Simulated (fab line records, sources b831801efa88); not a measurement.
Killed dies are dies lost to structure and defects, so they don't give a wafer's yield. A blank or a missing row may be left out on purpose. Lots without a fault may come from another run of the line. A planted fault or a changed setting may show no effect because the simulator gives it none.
One fault seen from 2 desks | flow sky130 | each desk has only its own numbers; what lay behind them comes last

THE METROLOGY DESK
What the gauges read, lot by lot, whatever tool the lot ran on: means of the sampled wafers that have a number. A lot is out of limits, marked OUT, if its mean lies more than 4 standard deviations from the usual mean; the brackets give that distance.
Columns: A = PWDE_TW at SKY_PWDE_TW_MEAS_10, usual 377; B = NWELL_00_OVL at SKY_NWELL_OVL_MEAS_10, usual 0.6 nm
lot  | first seen here | A   | B
L357 | day 4 08:56     | 372 | -1.2
L361 | day 5 11:01     | 375 | 2.0
L370 | day 7 08:41     | 376 | -2.2
L374 | day 8 09:53     | 371 | 1.1
L375 | day 8 14:25     | 379 | -0.4
L377 | day 9 02:30     | 379 | -1.4
This desk's finding: nothing out of limits on any of the 6 lots.

THE TOOL OWNER'S DESK: implanter-01
The tool's own readings at SKY_NWELL_IMPLANT_12: means of the sampled wafers that have a number, for each lot that ran on this tool. A lot is out of limits, marked OUT, if its mean lies more than 4 standard deviations from the usual mean; the brackets give that distance.
Columns: A = dose_ions_cm2 at SKY_NWELL_IMPLANT_12, usual 1.3001e+12; B = faraday_current_uA at SKY_NWELL_IMPLANT_12, usual 7.33
lot  | first seen here | A                            | B
L361 | day 6 06:13     | 1.2998e+12                   | 7.28
L370 | day 8 05:31     | 1.4319e+12 (+99 or more) OUT | 8.08 (+5.0) OUT
L374 | day 9 20:34     | 1.4326e+12 (+99 or more) OUT | 8.22 (+5.9) OUT
This desk's finding: out of limits on L370, L374; first on L370, day 8 05:31 (dose_ions_cm2 at SKY_NWELL_IMPLANT_12). In limits: L361.

PUT TOGETHER
The tool owner's desk could have raised an alarm at day 8 05:31, on L370, L374.
The metrology desk saw nothing out of limits.
The metrology desk has L370, L374 on record, within its limits.
Of the lots named, all ran SKY_NWELL_IMPLANT_12 on implanter-01.

WHAT THE SIMULATOR HAD PUT IN
Process parameter drift: implanter-01, from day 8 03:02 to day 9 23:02, at SKY_NWELL_IMPLANT_12. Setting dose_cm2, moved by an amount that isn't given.
Lots struck among those shown: L370, L374.
Hours from the fault's start to each desk's first reading out of limits: the tool owner's desk, 2.
